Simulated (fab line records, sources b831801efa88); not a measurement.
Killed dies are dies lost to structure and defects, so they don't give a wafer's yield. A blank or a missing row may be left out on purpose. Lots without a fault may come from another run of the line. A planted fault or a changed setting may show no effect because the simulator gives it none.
A struck lot beside a sound one | flow sky130 | 17 steps out of a route of 708
Sound: wafers L650.3, L650.5, L650.6. Struck: wafers L660.1, L660.3, L660.4. The cause comes at the end.
At each step with rows: each side's tool, then ch and its chambers, then its first start. Under that, the readings that differ: sound wafers | struck wafers | difference of the means | sigmas: that difference in standard deviations of wafers without a fault.
alike: readings whose means differ by less than 2 such deviations, and words and numbers that are the same on both sides. not compared: withheld readings, readings that some wafer has no value for, bounds like >300 that may hide the same value, and numbers for which the record gives no deviation and whose values overlap.
The two part at a step that has a row with sigmas, a row that says differs or no value, or rows on one side only. Numbers that don't overlap but have no deviation are shown without sigmas and don't part them. A reading that every wafer of one side lacks parts them only if that side has two wafers or more.

first, 4 steps without rows for these wafers: SKY_LDD_HVN_SOFTBAKE_03 (time 60 s); SKY_LDD_HVN_EXPOSE_04 (exposes mask HVNTM, target cd 700 nm); SKY_LDD_HVN_PEB_05; SKY_LDD_HVN_DEVELOP_06 (develop time 60 s).
SKY_LDD_HVN_OVL_MEAS_07:
  sound on overlay-01, day 20 20:47; struck on overlay-01, day 24 12:32
  alike: LDD_HVN_OVL
then, 1 step without rows for these wafers: SKY_LDD_HVN_IMPLANT_08.
SKY_LDD_HVN_STRIP_09: strips in O2/N2.
  sound on plasma_asher-02 ch 0,1, day 20 20:59; struck on plasma_asher-02 ch 0,1, day 24 12:43
  alike: drypump_motor_current_A, oes_product_au, strip_time_to_endpoint_s
  not compared: rf_hours_counter_h
SKY_LDD_HVN_TW_MEAS_10:
  sound on film_metro-01, day 20 21:04; struck on film_metro-03, day 24 12:49
  alike: LDD_HVN_TW
then, 4 steps without rows for these wafers: SKY_LDD_HVP_DEHYDRATE_00 (time 60 s); SKY_LDD_HVP_HMDS_01 (prime time 60 s); SKY_LDD_HVP_COAT_02 (resist thk 300 nm); SKY_LDD_HVP_SOFTBAKE_03 (time 60 s).
SKY_LDD_HVP_EXPOSE_04: exposes mask HVPTM, target cd 700 nm.
  sound on iline_stepper-01 ch 0, day 21 12:20; struck on iline_stepper-02 ch 0, day 25 03:32
  reading                         | sound                   | struck               | difference | sigmas
  model.LDD_HVP.overlay_x_nm (nm) | 0.05214 0.05214 0.05214 | -67.79 -67.79 -67.79 | -67.84     |
  alike: mask
then, 2 steps without rows for these wafers: SKY_LDD_HVP_PEB_05; SKY_LDD_HVP_DEVELOP_06 (develop time 60 s).
SKY_LDD_HVP_OVL_MEAS_07:
  sound on overlay-02, day 22 03:38; struck on overlay-02, day 25 18:02
  reading          | sound         | struck            | difference | sigmas
  LDD_HVP_OVL (nm) | 1.4 -0.6 -1.2 | -68.9 -69.6 -70.3 | -69.5      | -53
then, 1 step without rows for these wafers: SKY_LDD_HVP_IMPLANT_08.

WHERE THEY PART
Only at SKY_LDD_HVP_OVL_MEAS_07, within this record.

WHY: what the simulator had put in
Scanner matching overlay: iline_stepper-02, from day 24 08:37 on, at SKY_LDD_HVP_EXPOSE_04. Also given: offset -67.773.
